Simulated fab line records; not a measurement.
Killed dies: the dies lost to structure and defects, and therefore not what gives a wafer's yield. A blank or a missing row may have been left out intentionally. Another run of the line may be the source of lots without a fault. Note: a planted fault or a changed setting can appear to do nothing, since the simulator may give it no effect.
Struck lot and sound lot, side by side | flow gf180mcu | 18 out of 602 route steps
Sound: these wafers, L353.3, L353.4, L353.6. Struck: wafer L343.4. (L343.3, L343.6 of the same lot were not struck and are left out.) The cause comes at the end.
Each step with rows lists, per side, the tool, then ch with its chambers, then its first start. Under that, the readings that differ: sound wafers | struck wafers | difference of the means | sigmas: that difference in standard deviations of wafers without a fault.
alike: words and numbers the same on both sides, and readings whose means are apart by under 2 such deviations; not compared: readings that were withheld, readings missing a value for some wafer, numbers with overlapping values and no deviation given by the record, and bounds like >300 which may hide the same value.
Wherever a step has rows on one side only, a row that says differs or no value, or a row with sigmas, the two part there. Numbers that have no deviation but don't overlap get no sigmas and don't part them. A reading missing from all wafers of one side parts the sides only when that side holds two or more wafers.

first, 3 steps without rows for these wafers: GF_V5_EXPOSE_11 (exposes mask Via5, target cd 260 nm); GF_V5_PEB_12 (peb time 90 s); GF_V5_DEVELOP_13 (develop time 60 s).
GF_V5_CD_MEAS_14: the cd target is 260 nm.
  sound on cd_sem-01 at day 32 23:25; struck on cd_sem-02 at day 30 18:15
  alike: cd_nm
GF_V5_OVL_MEAS_15:
  sound on overlay-02 at day 32 23:31; struck on overlay-01 at day 30 18:20
  alike: V5_OVL
GF_V5_ETCH_16: etches BARC in N2/H2.
  sound on rie_diel-04 ch 0,2,3, day 32 23:32; struck on rie_diel-04 ch 0, day 30 18:22
  alike: drypump_motor_current_A, oes_product_au, throttle_valve_pct
then, 1 step without rows for these wafers: GF_V5_ETCH_17 (etches SiO2 in C4F8/O2/Ar, stops on TiN, target depth 855 nm).
GF_V5_STRIP_18: strips in O2/N2.
  sound on plasma_asher-02 ch 0,1, day 32 23:43; struck on plasma_asher-03 ch 0, day 30 18:33
  alike: drypump_motor_current_A, heater_power_w, oes_product_au
  not compared: rf_hours_counter_h
then, 2 steps without rows for these wafers: GF_V5_STRIP_19 (strips in post etch residue remover, time 1200 s); GF_V5_CLEAN_20 (cleans in DIW).
GF_V5_SPUTTER_21: material Ti, target thk 15 nm, time 80.02 s.
  sound on pvd_sputter-03 at day 33 00:19; struck on pvd_sputter-02 at day 30 19:04
  alike: throttle_valve_pct
GF_V5_SPUTTER_22: material TiN, target thk 10 nm, time 40 s.
  sound on pvd_sputter-03 at day 33 00:23; struck on pvd_sputter-02 at day 30 19:07
  alike: throttle_valve_pct
GF_V5_CVD_23: deposits W, target thk 350 nm, time 104.9 s.
  sound on cvd_w-01 ch 0,1, day 33 00:27; struck on cvd_w-01 ch 1, day 30 19:12
  reading                          | sound           | struck | difference | sigmas
  model.W_of_V5_CVD_23.thk_nm (nm) | 349.7 349.1 349 | 258.1  | -91.2      |
  alike: heater_power_w
GF_V5_RS_MEAS_24: the measuring method here is four-point-probe.
  sound on film_metro-04 at day 33 00:34; struck on film_metro-04 at day 30 19:19
  reading          | sound                | struck | difference | sigmas
  V5_W_RS (ohm/sq) | 0.3277 0.3274 0.3283 | 0.4455 | +0.1177    | +42
GF_V5_THK_MEAS_25: measures by xrf.
  sound on film_metro-04 at day 33 00:40; struck on film_metro-04 at day 30 19:25
  reading       | sound       | struck | difference | sigmas
  V5_W_THK (nm) | 354 355 355 | 261    | -94        | -23
GF_V5_CMP_26: polishes, stops on SiO2, t overpolish 15 s, target thk 0 nm.
  sound on cmp-02 ch 0,1, day 33 00:43; struck on cmp-02 ch 2, day 30 19:31
  reading                | sound          | struck | difference | sigmas
  time_to_endpoint_s (s) | 84.5 86.5 86.6 | 62.9   | -23.0      | -9
  alike: edge_zone_pressure_frac, motor_current_A
GF_TOP_METAL_SPUTTER_00: material Ti, target thk 37.5 nm, time 150 s.
  sound on pvd_sputter-02 at day 33 01:01; struck on pvd_sputter-03 at day 30 19:46
  alike: throttle_valve_pct
after that, 1 step had no rows for these wafers: GF_PASSIVATION_PROBE_99.

## WHERE THEY PART
At GF_V5_RS_MEAS_24 first; at GF_V5_CMP_26 last (within this record only). Later steps at which nothing parts them and some readings are alike: GF_TOP_METAL_SPUTTER_00.

WHY: what the simulator had put in
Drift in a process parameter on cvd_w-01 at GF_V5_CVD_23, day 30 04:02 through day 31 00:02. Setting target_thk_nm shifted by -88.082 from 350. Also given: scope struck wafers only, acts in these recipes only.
